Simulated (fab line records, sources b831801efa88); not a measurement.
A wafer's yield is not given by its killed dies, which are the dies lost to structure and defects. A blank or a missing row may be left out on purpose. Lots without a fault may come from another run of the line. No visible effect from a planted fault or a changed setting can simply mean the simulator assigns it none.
A lot that was struck, set against a sound lot | flow sky130 | 16 steps out of a route of 708
Sound: these wafers, L567.1, L567.2, L567.4. Struck: wafer L557.3 (L557.1, L557.4, from the same lot, were not struck and are left out); the cause is given at the end.
For every step that has rows: the tool of each side, followed by ch and its chambers, followed by its first start. Under that, the readings that differ: sound wafers | struck wafers | difference of the means | sigmas: that difference in standard deviations of wafers without a fault.
alike: same words and numbers on both sides, and readings whose means sit less than 2 such deviations apart. not compared: any withheld reading, any reading some wafer has no value for, any bound like >300 that may hide the same value, and any number with overlapping values for which the record gives no deviation.
The two part at a step that has a row with sigmas, a row that says differs or no value, or rows on one side only. Non-overlapping numbers with no deviation appear without sigmas and do not part them. Lack of a reading on every wafer of one side parts them only where that side has two or more wafers.

first, 3 steps without rows for these wafers: SKY_METAL1_EXPOSE_12 (exposes mask MM1, target cd 140 nm); SKY_METAL1_PEB_13; SKY_METAL1_DEVELOP_14 (develop time 60 s).
SKY_METAL1_CD_MEAS_15: the cd target is 140 nm.
  sound on cd sem-02 at day 39 00:11; struck on cd sem-01 at day 35 00:48
  alike: cd nm
SKY_METAL1_OVL_MEAS_16:
  sound on overlay-01 at day 39 00:19; struck on overlay-02 at day 35 00:55
  alike: METAL1_OVL
SKY_METAL1_DESCUM_17: chemistry O2, time 8 s.
  sound on rie metal-03 ch 0,1, day 39 00:21; struck on rie metal-01 ch 1, day 35 00:57
  alike: drypump motor current A, oes product au, temp c
  not compared: rf hours counter h
SKY_METAL1_ETCH_18: etches BARC in N2/H2, stops on SiO2, time 45.9 s, target depth 60 nm.
  sound on rie metal-03 ch 0,1, day 39 00:23; struck on rie metal-01 ch 1, day 35 00:59
  alike: bias w, drypump motor current A, oes product au, throttle valve pct
  not compared: rf hours counter h
SKY_METAL1_METAL_ETCH_19: etches the open film in Cl2/BCl3, stops on SiO2, target depth 360 nm, time 78 s.
  sound on rie metal-03 ch 0,1, day 39 00:26; struck on rie metal-01 ch 1, day 35 01:03
  alike: bcl3 flow sccm, bias w, drypump motor current A, oes product au, throttle valve pct
  not compared: rf hours counter h
SKY_METAL1_STRIP_20: strips in O2/N2.
  sound on plasma asher-02 ch 0,1, day 39 00:32; struck on plasma asher-03 ch 0, day 35 01:08
  alike: drypump motor current A, oes product au, strip time to endpoint s
  not compared: rf hours counter h
then, 3 steps without rows for these wafers: SKY_METAL1_STRIP_21 (strips in post etch residue remover, time 1200 s); SKY_METAL1_CLEAN_22 (cleans in IPA, time 180 s); SKY_METAL1_CLEAN_23 (cleans in O3/DIW).
SKY_VIA1_HDPCVD_00: deposits SiO2, target thk 1030 nm, time 171.7 s.
  sound on hdpcvd-02 ch 0,1,2, day 39 01:08; struck on hdpcvd-02 ch 2, day 35 01:44
  reading                                  | sound             | struck | difference | sigmas
  sih4 flow sccm (sccm)                    | 59.94 60.22 59.99 | 50.94  | -9.11      | -48
  model.SiO2_of_VIA1_HDPCVD_00.thk nm (nm) | 1041 1047 1033    | 891.4  | -148.9     |
SKY_VIA1_THK_MEAS_01:
  sound on film metro-01 at day 39 01:15; struck on film metro-04 at day 35 01:52
  reading              | sound          | struck | difference | sigmas
  VIA1_HDPCVD_THK (nm) | 1041 1048 1033 | 892    | -149       | -15
SKY_VIA1_CMP_02: polishes SiO2.
  sound on cmp-02 ch 1,2,3, day 39 01:19; struck on cmp-01 ch 1, day 35 01:55
  alike: head pressure psi, motor current A
-- the record jumps here: 12 days lie between the struck wafers' starts before and after (it left off in module VIA1 and takes up again in module PAD_OPEN, whose first step shown is number 708 of the route) --
SKY_PAD_OPEN_PROBE_99:
  sound on prober-01 at day 50 06:42; struck on prober-01 at day 47 11:59
  alike: defect limited yield, killed_at_M0_to_M3, killed_at_M4_up, killed at contacts, killed at front end, killed at other, killed dies, killed open, killed short, sort_bin_3_pad_short, sort_bin_5_function, sort_bin_6_memory, sort n pass, sort yield pct

## WHERE THEY PART
At SKY_VIA1_HDPCVD_00 first; at SKY_VIA1_THK_MEAS_01 last (within this record only). Later steps at which nothing parts them and some readings are alike: SKY_VIA1_CMP_02, SKY_PAD_OPEN_PROBE_99.

WHY: whatever the simulator had introduced
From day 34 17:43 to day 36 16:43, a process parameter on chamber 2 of hdpcvd-02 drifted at SKY_VIA1_HDPCVD_00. A move of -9 in setting sih4 flow sccm, from 60. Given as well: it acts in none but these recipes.
